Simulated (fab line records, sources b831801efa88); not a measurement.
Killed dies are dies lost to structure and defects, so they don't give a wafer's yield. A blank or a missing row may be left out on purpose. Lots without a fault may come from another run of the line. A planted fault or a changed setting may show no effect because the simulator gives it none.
fab line records | flow sky130
record lots=12 wafers=36 last_day=50
route steps=708 shown VT_ADJUST_PCH@151 CONTACT@409
lots that met no fault: from a run of the same line without faults
start_h: hours from the record's first day to the start of the lot's first wafer shown | wait_h: hours since the lot's step before | " the same as in the row above | L1.1+2: a row that stands for several wafers | - no value, or no start given | * or withheld: withheld | < > ~ a bound
route shown NAME@n: a module of which the file shows steps, and the number in the route of the first | usual: mean/standard deviation of fault-free wafers | same: alike in all rows | chamber/n: place in a boat | sites: the reading at each site | _std_site: their standard deviation | _edge_site: outer sites' mean less inner sites' | radius_mm: how far each site lies from the wafer's centre | mask NAME#n: copy n | behind: the tool/chamber that last shaped the wafer | hold: why the lot was held/for how many hours/how that ended | device: the transistor (n, p or np) that didn't switch | end of line: the same wafers' tests at the end of the route | a step without rows: its recipe alone | killed: dies lost to structure and defects at the first sort, not the wafer's yield | map: a wafer's dies, x killed, . not, _ none there
set.NAME: the setting as run; set.NAME@STEP: as run at that earlier step | model.NAME: the simulator's own value behind a step, which no gauge read
steps of the route over a sample of lots; a table a step, a row a wafer
services: from which hour (start_h, from the record's first day; less than 0 if before it) a tool's chamber was out of use, for how many hours, and why
## steps
# step SKY_VT_ADJUST_PCH_IMPLANT_08
# recipe species=B energy_kev=10 dose_cm2=5e+11 tilt_deg=withheld
# usual beam_energy_keV=9.999/0.0032 dose_ions_cm2=5e+11/5.5e+08 faraday_current_uA=2.82/0.055
# columns lot.wafer tool chamber start_h wait_h beam_energy_keV dose_ions_cm2 faraday_current_uA
L125.1 implanter-02 0 239.80 0.0 9.999 4.99e+11 2.82
L125.3 " 0 " " 10.000 4.99e+11 2.83
L125.5 " 0 " " 9.997 5.007e+11 2.83
L128.1 implanter-01 0 266.25 0.0 9.995 5.001e+11 2.81
L128.3 " 0 " " 10.004 4.999e+11 2.85
L128.5 " 0 " " 10.000 5.003e+11 2.82
L129.2 implanter-01 0 272.38 0.0 10.001 4.995e+11 2.84
L129.3 " 0 " " 10.009 4.991e+11 2.88
L129.6 " 0 " " 10.002 5e+11 2.88
L130.1 implanter-02 0 279.04 0.0 9.996 5.013e+11 2.81
L130.2 " 0 " " 10.002 4.996e+11 2.83
L130.4 " 0 " " 9.996 5.001e+11 2.86
L131.1 implanter-02 0 287.41 0.0 10.001 5.005e+11 2.85
L131.3 " 0 " " 9.999 5.007e+11 2.83
L131.6 " 0 " " 10.000 5.006e+11 2.83
L132.2 implanter-02 0 288.93 0.0 10.003 5.002e+11 2.83
L132.4 " 0 " " 10.001 5.001e+11 2.88
L132.6 " 0 " " 10.001 4.999e+11 2.85
L139.1 implanter-02 0 351.96 0.0 9.995 7.697e+11 4.42
L139.4 " 0 " " 9.996 7.697e+11 4.34
L139.6 " 0 " " 9.997 7.702e+11 4.27
L140.1 implanter-02 0 358.49 0.0 9.996 7.697e+11 4.25
L140.2 " 0 " " 10.001 7.692e+11 4.37
L140.3 " 0 " " 10.003 7.696e+11 4.33
L141.1 implanter-01 0 358.81 0.0 10.007 5.002e+11 2.82
L141.5 " 0 " " 10.000 4.994e+11 2.81
L141.6 " 0 " " 10.004 5.007e+11 2.73
L143.1 implanter-01 0 375.11 0.0 9.998 4.993e+11 2.82
L143.3 " 0 " " 9.996 4.997e+11 2.87
L143.4 " 0 " " 10.000 4.983e+11 2.83
L144.2 implanter-01 0 385.53 0.0 9.996 4.999e+11 2.73
L144.3 " 0 " " 10.002 4.991e+11 2.82
L144.5 " 0 " " 9.998 4.993e+11 2.90
L146.1 implanter-01 0 407.16 0.0 10.000 4.994e+11 2.69
L146.5 " 0 " " 10.000 4.991e+11 2.78
L146.6 " 0 " " 10.001 5.002e+11 2.80
# step SKY_VT_ADJUST_PCH_TW_MEAS_10
# usual VT_ADJUST_PCH_TW=140.5/1.1
# columns lot.wafer tool chamber start_h wait_h VT_ADJUST_PCH_TW
L125.1 film_metro-02 - 240.05 0.1 140.2
L125.3 " - " " 140.1
L125.5 " - " " 140.6
L128.1 film_metro-03 - 266.50 0.1 138.4
L128.3 " - " " 139.6
L128.5 " - " " 138.9
L129.2 film_metro-01 - 272.61 0.1 142.1
L129.3 " - " " 141.4
L129.6 " - " " 142.3
L130.1 film_metro-01 - 279.29 0.1 141.5
L130.2 " - " " 141.7
L130.4 " - " " 141.7
L131.1 film_metro-02 - 287.66 0.1 141.2
L131.3 " - " " 141.0
L131.6 " - " " 141.2
L132.2 film_metro-01 - 289.16 0.1 142.6
L132.4 " - " " 142.0
L132.6 " - " " 142.1
L139.1 film_metro-03 - 352.21 0.1 156.7
L139.4 " - " " 156.9
L139.6 " - " " 156.4
L140.1 film_metro-03 - 358.74 0.1 157.0
L140.2 " - " " 157.3
L140.3 " - " " 157.1
L141.1 film_metro-03 - 359.06 0.1 140.1
L141.5 " - " " 139.9
L141.6 " - " " 140.1
L143.1 film_metro-02 - 375.36 0.1 141.5
L143.3 " - " " 141.6
L143.4 " - " " 140.6
L144.2 film_metro-01 - 385.76 0.1 141.9
L144.3 " - " " 141.2
L144.5 " - " " 141.8
L146.1 film_metro-03 - 407.41 0.1 139.6
L146.5 " - " " 139.9
L146.6 " - " " 140.2
# step SKY_CONTACT_THK_MEAS_03
# recipe reads=SiO2_of_CONTACT_HDPCVD_02
# usual CONTACT_HDPCVD_THK=564/7.1
# columns lot.wafer tool chamber start_h wait_h CONTACT_HDPCVD_THK[nm]
L125.1 film_metro-04 - 719.32 0.0 570
L125.3 " - " " 551
L125.5 " - " " 553
L128.1 film_metro-01 - 751.93 0.0 578
L128.3 " - " " 568
L128.5 " - " " 569
L129.2 film_metro-01 - 755.65 0.0 558
L129.3 " - " " 556
L129.6 " - " " 550
L130.1 film_metro-04 - 762.34 0.0 568
L130.2 " - " " 568
L130.4 " - " " 573
L132.2 film_metro-04 - 782.40 0.0 560
L132.4 " - " " 574
L132.6 " - " " 562
L131.1 film_metro-01 - 783.54 0.0 558
L131.3 " - " " 573
L131.6 " - " " 560
L139.1 film_metro-01 - 834.59 0.0 560
L139.4 " - " " 575
L139.6 " - " " 561
L141.1 film_metro-03 - 837.82 0.0 568
L141.5 " - " " 562
L141.6 " - " " 568
L140.1 film_metro-01 - 842.94 0.0 563
L140.2 " - " " 549
L140.3 " - " " 561
L143.1 film_metro-04 - 858.79 0.0 561
L143.3 " - " " 565
L143.4 " - " " 568
L144.2 film_metro-03 - 864.75 0.0 570
L144.3 " - " " 562
L144.5 " - " " 564
L146.1 film_metro-01 - 883.95 0.0 574
L146.5 " - " " 578
L146.6 " - " " 560
# step SKY_CONTACT_CD_MEAS_14
# recipe target_cd_nm=170
# usual cd_nm=170.2/1.5
# columns lot.wafer tool chamber start_h wait_h cd_nm
L125.1 cd_sem-01 - 747.13 - 169.3
L125.3 " - " " 170.6
L125.5 " - " " 169.8
L128.1 cd_sem-01 - 779.23 - 168.8
L128.3 " - " " 168.3
L128.5 " - " " 169.4
L129.2 cd_sem-02 - 782.19 - 169.3
L129.3 " - " " 169.6
L129.6 " - " " 168.2
L130.1 cd_sem-01 - 789.48 - 171.0
L130.2 " - " " 173.2
L130.4 " - " " 173.5
L132.2 cd_sem-01 - 809.25 - 171.3
L132.4 " - " " 171.6
L132.6 " - " " 170.1
L131.1 cd_sem-02 - 810.53 - 172.1
L131.3 " - " " 172.0
L131.6 " - " " 170.6
L139.1 cd_sem-01 - 862.40 - 169.8
L139.4 " - " " 170.2
L139.6 " - " " 171.2
L141.1 cd_sem-02 - 866.07 - 167.2
L141.5 " - " " 166.9
L141.6 " - " " 166.7
L140.1 cd_sem-02 - 870.02 - 168.5
L140.2 " - " " 169.3
L140.3 " - " " 169.2
L143.1 cd_sem-01 - 885.05 - 170.0
L143.3 " - " " 170.9
L143.4 " - " " 169.3
L144.2 cd_sem-02 - 890.34 - 171.1
L144.3 " - " " 172.8
L144.5 " - " " 172.4
L146.1 cd_sem-02 - 909.95 - 171.4
L146.5 " - " " 171.8
L146.6 " - " " 170.3
# step SKY_CONTACT_ETCH_17
# recipe target=SiO2 chemistry=C4F8/O2/Ar stop_on=Si3N4 mask_material=KrF-thick source_w=1500 bias_w=1200 pressure_mtorr=40 c4f8_flow_sccm=withheld O2_flow_sccm=6 Ar_flow_sccm=300 time_s=withheld target_depth_a=3400
# usual oes_product_au=0.891/0.005
# columns lot.wafer tool chamber start_h wait_h oes_product_au
L125.1 rie_diel-02 3 747.32 0.0 0.882
L125.3 " 0 " " 0.897
L125.5 " 0 " " 0.892
L128.1 rie_diel-01 2 779.42 0.0 0.889
L128.3 " 3 " " 0.891
L128.5 " 3 " " 0.890
L129.2 rie_diel-01 2 782.36 0.0 0.898
L129.3 " 3 " " 0.889
L129.6 " 2 " " 0.885
L130.1 rie_diel-02 1 789.67 0.0 0.887
L130.2 " 0 " " 0.898
L130.4 " 2 " " 0.886
L132.2 rie_diel-02 2 809.42 0.0 0.896
L132.4 " 0 " " 0.894
L132.6 " 1 " " 0.889
L131.1 rie_diel-02 1 810.73 0.0 0.894
L131.3 " 2 " " 0.894
L131.6 " 0 " " 0.897
L139.1 rie_diel-02 2 862.60 0.0 0.889
L139.4 " 3 " " 0.885
L139.6 " 3 " " 0.884
L141.1 rie_diel-02 0 866.26 0.0 0.896
L141.5 " 2 " " 0.884
L141.6 " 1 " " 0.896
L140.1 rie_diel-04 0 870.21 0.0 0.903
L140.2 " 1 " " 0.896
L140.3 " 3 " " 0.885
L143.1 rie_diel-02 0 885.25 0.0 0.893
L143.3 " 1 " " 0.897
L143.4 " 2 " " 0.886
L144.2 rie_diel-04 2 890.51 0.0 0.884
L144.3 " 3 " " 0.892
L144.5 " 3 " " 0.893
L146.1 rie_diel-01 1 910.15 0.0 0.890
L146.5 " 2 " " 0.895
L146.6 " 1 " " 0.883
## services
# columns tool chamber start_h hours kind
implanter-01 - 222.67 6.6 repair
rie_diel-02 3 239.68 4.2 repair
rie_diel-02 0 245.83 16.4 repair
implanter-02 - 253.59 0.7 repair
rie_diel-02 1 270.67 17.4 repair
rie_diel-02 3 275.69 15.4 repair
implanter-01 - 291.57 3.8 pm
implanter-02 - 296.85 6.0 repair
rie_diel-02 2 356.36 9.3 repair
implanter-01 - 386.19 3.4 pm
implanter-02 - 430.52 1.6 repair
implanter-02 - 437.27 3.5 repair
implanter-02 - 472.12 1.3 repair
implanter-02 - 511.91 2.9 pm
implanter-02 - 535.03 6.1 pm
implanter-01 - 546.55 6.4 repair
rie_diel-02 - 554.31 14.6 pm
implanter-01 - 638.06 7.6 repair
implanter-02 - 642.62 1.8 repair
implanter-01 - 660.36 6.4 pm
rie_diel-02 - 677.11 2.4 repair
implanter-02 - 734.57 2.9 repair
implanter-01 - 759.83 2.2 repair
rie_diel-02 3 891.86 6.7 repair
## key
first_sign step=SKY_VT_ADJUST_PCH_IMPLANT_08 reading=dose_ions_cm2 direction=up sigmas=99+ usual=* struck=*
effect step=SKY_VT_ADJUST_PCH_IMPLANT_08 reading=faraday_current_uA direction=up sigmas=27 usual=2.82 struck=4.33
effect step=SKY_VT_ADJUST_PCH_TW_MEAS_10 reading=VT_ADJUST_PCH_TW direction=up sigmas=15 usual=140.5 struck=156.9
met_at SKY_VT_ADJUST_PCH_IMPLANT_08
struck_lots L139,L140
tester_left_out L139,L140
not_acting_at SKY_CONTACT_THK_MEAS_03,SKY_CONTACT_CD_MEAS_14,SKY_CONTACT_ETCH_17
onset_between 288.93 351.96
fault kind=process_parameter_drift tool=implanter-02 chamber=- onset_h=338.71 steps=SKY_VT_ADJUST_PCH_IMPLANT_08 channel=dose_cm2 offset=* shape=step end_h=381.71 acts_in=* stated=*
# tester_left_out: of these lots the tester's yield and bins aren't shown, on N5 and GAA mostly nor the transistor test; their killed dies are dies lost to structure and defects alone, not to doping, threshold or leakage, so they don't give the yield
